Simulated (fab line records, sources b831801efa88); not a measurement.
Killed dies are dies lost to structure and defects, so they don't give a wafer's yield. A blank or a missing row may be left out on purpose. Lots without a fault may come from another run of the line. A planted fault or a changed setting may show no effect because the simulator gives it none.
Chamber matching | flow gf180mcu | GF_V4_ETCH_16 on rie_diel-03: 4 sister chambers
The step etches BARC in N2/H2. 4 wafers are shown with their chamber, then 6 later ones without.

WAFERS WITH THEIR CHAMBER
wafer  | chamber | drypump_motor_current_A (A)
L431.3 | 2       | 5.7
L432.3 | 3       | 5.4
L434.3 | 1       | 5.1
L434.4 | 0       | 6.0

WAFERS WITHOUT THEIR CHAMBER
wafer  | drypump_motor_current_A (A)
L434.6 | 6.0
L437.1 | 5.9
L437.5 | 5.4
L437.6 | 5.6
L445.1 | 5.6
L445.6 | 5.4

WHICH CHAMBER EACH WENT THROUGH
wafer  | from the rows above     | in truth
L434.6 | 0                       | 0
L437.1 | can't be placed: 0 or 2 | 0
L437.5 | 3                       | 3
L437.6 | can't be placed: 2 or 3 | 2
L445.1 | can't be placed: 2 or 3 | 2
L445.6 | 3                       | 3
Placed correctly: 3 of 6. Can't be placed from these rows: 3 (the true chamber is among the candidates in 3). Placed wrongly: 0.
How it was worked out, from the rows above alone: a wafer's distance from a chamber is the root of the sum, over the readings, of the square of ((its reading less the chamber's mean) divided by the reading's scatter). The wafer belongs to the nearest chamber; if the next one is less than 2 further off, it can't be placed. A chamber's mean is the mean of its shown wafers. The scatter: with one shown wafer a chamber, the root of the mean of the squares of how far each hidden wafer lies from its nearest shown one.
